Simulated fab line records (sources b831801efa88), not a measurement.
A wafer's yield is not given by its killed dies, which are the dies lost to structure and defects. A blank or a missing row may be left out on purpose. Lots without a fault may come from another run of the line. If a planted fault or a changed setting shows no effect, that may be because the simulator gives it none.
Split-lot study / flow sfqLine / 5 lots, 23 wafers read, on a route of 325 steps

== THE SPLIT ==
At SFQ_TRILAYER_I2_VIA_LITHO_COAT_067 (resist thk 650 nm), the setting resistThkNm was moved away from the recipe's 650 nm on 8 of the 23 wafers read, by -5.7% to +6.0%. For the rest of the wafers, this setting stayed at what the recipe calls for.

== FROM THE SPLIT TO THE READING: what the file shows between them, 4 steps ==
- SFQ_TRILAYER_I2_VIA_LITHO_EXPOSE_068: exposes mask I2, target cd 500 nm (also split here: doseMj)
- SFQ_TRILAYER_I2_VIA_LITHO_PEB_070: peb time 60 s
- SFQ_TRILAYER_I2_VIA_LITHO_DEVELOP_069: time 60 s
- SFQ_TRILAYER_I2_VIA_BARC_OPEN_VIA_ETCH_096: etches BARC in O2, target depth 125 nm, time 41.7 s

== THE READING ==
KrF_of_TRILAYER_I2_VIA_LITHO_COAT_067.thkNm (the simulator's own value, which no gauge read), in nm, at SFQ_TRILAYER_I2_VIA_ETCH_VIA_ETCH_070 (etches SiO2 in CHF3, stops on Nb, target depth 260 nm). There is no usual value for it anywhere in the file. Average 529.1 nm, standard deviation 2.8 nm, over the 15 wafers here run with the recipe.

wafer=L075.1; tool, chamber at the split=lithoTrack-01, 0; resistThkNm as run, nm=650; against the recipe=recipe; KrF_of_TRILAYER_I2_VIA_LITHO_COAT_067.thkNm, nm=529.7; against lot-mates on the recipe=-
wafer=L075.3; tool, chamber at the split=lithoTrack-01, 0; resistThkNm as run, nm=613.1; against the recipe=-5.7%; KrF_of_TRILAYER_I2_VIA_LITHO_COAT_067.thkNm, nm=494.1; against lot-mates on the recipe=-35.6
wafer=L075.4; tool, chamber at the split=lithoTrack-01, 0; resistThkNm as run, nm=650; against the recipe=recipe; KrF_of_TRILAYER_I2_VIA_LITHO_COAT_067.thkNm, nm=529.8; against lot-mates on the recipe=-
wafer=L075.5; tool, chamber at the split=lithoTrack-01, 0; resistThkNm as run, nm=650; against the recipe=recipe; KrF_of_TRILAYER_I2_VIA_LITHO_COAT_067.thkNm, nm=529.7; against lot-mates on the recipe=-
wafer=L075.6; tool, chamber at the split=lithoTrack-01, 0; resistThkNm as run, nm=613.1; against the recipe=-5.7%; KrF_of_TRILAYER_I2_VIA_LITHO_COAT_067.thkNm, nm=495.1; against lot-mates on the recipe=-34.6
wafer=L077.1; tool, chamber at the split=lithoTrack-03, 0; resistThkNm as run, nm=689; against the recipe=+6.0%; KrF_of_TRILAYER_I2_VIA_LITHO_COAT_067.thkNm, nm=568.8; against lot-mates on the recipe=+43.0
wafer=L077.2; tool, chamber at the split=lithoTrack-03, 0; resistThkNm as run, nm=689; against the recipe=+6.0%; KrF_of_TRILAYER_I2_VIA_LITHO_COAT_067.thkNm, nm=565.2; against lot-mates on the recipe=+39.5
wafer=L077.3; tool, chamber at the split=lithoTrack-03, 0; resistThkNm as run, nm=650; against the recipe=recipe; KrF_of_TRILAYER_I2_VIA_LITHO_COAT_067.thkNm, nm=528; against lot-mates on the recipe=-
wafer=L077.4; tool, chamber at the split=lithoTrack-03, 0; resistThkNm as run, nm=650; against the recipe=recipe; KrF_of_TRILAYER_I2_VIA_LITHO_COAT_067.thkNm, nm=523.5; against lot-mates on the recipe=-
wafer=L077.5; tool, chamber at the split=lithoTrack-03, 0; resistThkNm as run, nm=689; against the recipe=+6.0%; KrF_of_TRILAYER_I2_VIA_LITHO_COAT_067.thkNm, nm=568; against lot-mates on the recipe=+42.2
wafer=L078.1; tool, chamber at the split=lithoTrack-01, 0; resistThkNm as run, nm=673.3; against the recipe=+3.6%; KrF_of_TRILAYER_I2_VIA_LITHO_COAT_067.thkNm, nm=548.6; against lot-mates on the recipe=+16.3
wafer=L078.3; tool, chamber at the split=lithoTrack-01, 0; resistThkNm as run, nm=650; against the recipe=recipe; KrF_of_TRILAYER_I2_VIA_LITHO_COAT_067.thkNm, nm=533.9; against lot-mates on the recipe=-
wafer=L078.4; tool, chamber at the split=lithoTrack-01, 0; resistThkNm as run, nm=650; against the recipe=recipe; KrF_of_TRILAYER_I2_VIA_LITHO_COAT_067.thkNm, nm=530.8; against lot-mates on the recipe=-
wafer=L078.5; tool, chamber at the split=lithoTrack-01, 0; resistThkNm as run, nm=673.3; against the recipe=+3.6%; KrF_of_TRILAYER_I2_VIA_LITHO_COAT_067.thkNm, nm=553.4; against lot-mates on the recipe=+21.1
wafer=L078.6; tool, chamber at the split=lithoTrack-01, 0; resistThkNm as run, nm=673.3; against the recipe=+3.6%; KrF_of_TRILAYER_I2_VIA_LITHO_COAT_067.thkNm, nm=552.7; against lot-mates on the recipe=+20.4
wafer=L079.1; tool, chamber at the split=lithoTrack-03, 0; resistThkNm as run, nm=650; against the recipe=recipe; KrF_of_TRILAYER_I2_VIA_LITHO_COAT_067.thkNm, nm=532.4; against lot-mates on the recipe=-
wafer=L079.2; tool, chamber at the split=lithoTrack-03, 0; resistThkNm as run, nm=650; against the recipe=recipe; KrF_of_TRILAYER_I2_VIA_LITHO_COAT_067.thkNm, nm=530.2; against lot-mates on the recipe=-
wafer=L079.3; tool, chamber at the split=lithoTrack-03, 0; resistThkNm as run, nm=650; against the recipe=recipe; KrF_of_TRILAYER_I2_VIA_LITHO_COAT_067.thkNm, nm=531.5; against lot-mates on the recipe=-
wafer=L079.4; tool, chamber at the split=lithoTrack-03, 0; resistThkNm as run, nm=650; against the recipe=recipe; KrF_of_TRILAYER_I2_VIA_LITHO_COAT_067.thkNm, nm=527.5; against lot-mates on the recipe=-
wafer=L079.5; tool, chamber at the split=lithoTrack-03, 0; resistThkNm as run, nm=650; against the recipe=recipe; KrF_of_TRILAYER_I2_VIA_LITHO_COAT_067.thkNm, nm=529.8; against lot-mates on the recipe=-
wafer=L082.1; tool, chamber at the split=lithoTrack-03, 0; resistThkNm as run, nm=650; against the recipe=recipe; KrF_of_TRILAYER_I2_VIA_LITHO_COAT_067.thkNm, nm=528.6; against lot-mates on the recipe=-
wafer=L082.2; tool, chamber at the split=lithoTrack-03, 0; resistThkNm as run, nm=650; against the recipe=recipe; KrF_of_TRILAYER_I2_VIA_LITHO_COAT_067.thkNm, nm=523.2; against lot-mates on the recipe=-
wafer=L082.4; tool, chamber at the split=lithoTrack-03, 0; resistThkNm as run, nm=650; against the recipe=recipe; KrF_of_TRILAYER_I2_VIA_LITHO_COAT_067.thkNm, nm=528.6; against lot-mates on the recipe=-

THE FIT
A straight line over all 23 wafers: KrF_of_TRILAYER_I2_VIA_LITHO_COAT_067.thkNm changes by +6.24 nm for each +1% of resistThkNm; r = +0.99; the points scatter about the line by 2.6 nm.
The same after taking each lot's own level away (the mean of its wafers on the recipe; 23 wafers): +6.42 nm for each +1%; r = +0.99; scatter 2.6 nm.
Per that fit: largest resistThkNm move, reading shift of 38 nm.
The lots' own levels span 525.75 to 532.35 nm, that is 2.4 times the standard deviation above.
Hence the lot-to-lot level has little effect on the slope; both slopes agree.
Check: +37.5 nm against its lot-mates is what the line predicts for one of the wafers moved furthest among these (+6.0%) when that wafer is left out of the fit. It came out at +43 nm against them.

== FURTHER SPLITS ON THESE WAFERS ==
Other splits were also applied to these wafers ahead of the reading. Each is held against what the fit with the lots' levels taken away leaves over:
other split on the same wafers=SFQ_TRILAYER_I2_CMP_CMP_064 leaveAboveRefNm; wafers away from the commonest value=11; r with KrF_of_TRILAYER_I2_VIA_LITHO_COAT_067.thkNm (lot level and that fit taken away)=-0.13
other split on the same wafers=SFQ_TRILAYER_I2_VIA_LITHO_EXPOSE_068 doseMj; wafers away from the commonest value=7; r with KrF_of_TRILAYER_I2_VIA_LITHO_COAT_067.thkNm (lot level and that fit taken away)=+0.10

== THE WHOLE CHAIN: every reading that the file lists as answering this split, in the file's order ==
step=SFQ_TRILAYER_I2_VIA_LITHO_COAT_067; what it does=resist thk 650 nm; reading=KrF_of_TRILAYER_I2_VIA_LITHO_COAT_067.thkNm (the simulator's own value, which no gauge read); change (the file's fit)=+6.61 nm for each +1% of the setting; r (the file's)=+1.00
step=SFQ_TRILAYER_I2_VIA_BARC_OPEN_VIA_ETCH_096; what it does=etches BARC in O2, target depth 125 nm, time 41.7 s; reading=KrF_of_TRILAYER_I2_VIA_LITHO_COAT_067.thkNm (the simulator's own value, which no gauge read); change (the file's fit)=+6.48 nm for each +1% of the setting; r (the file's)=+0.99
step=SFQ_TRILAYER_I2_VIA_ETCH_VIA_ETCH_070; what it does=etches SiO2 in CHF3, stops on Nb, target depth 260 nm; reading=KrF_of_TRILAYER_I2_VIA_LITHO_COAT_067.thkNm (the simulator's own value, which no gauge read); change (the file's fit)=+6.39 nm for each +1% of the setting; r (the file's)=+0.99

== FILE'S OWN FIT ==
KrF_of_TRILAYER_I2_VIA_LITHO_COAT_067.thkNm changes by +6.39 nm for each +1% of resistThkNm, r = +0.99.
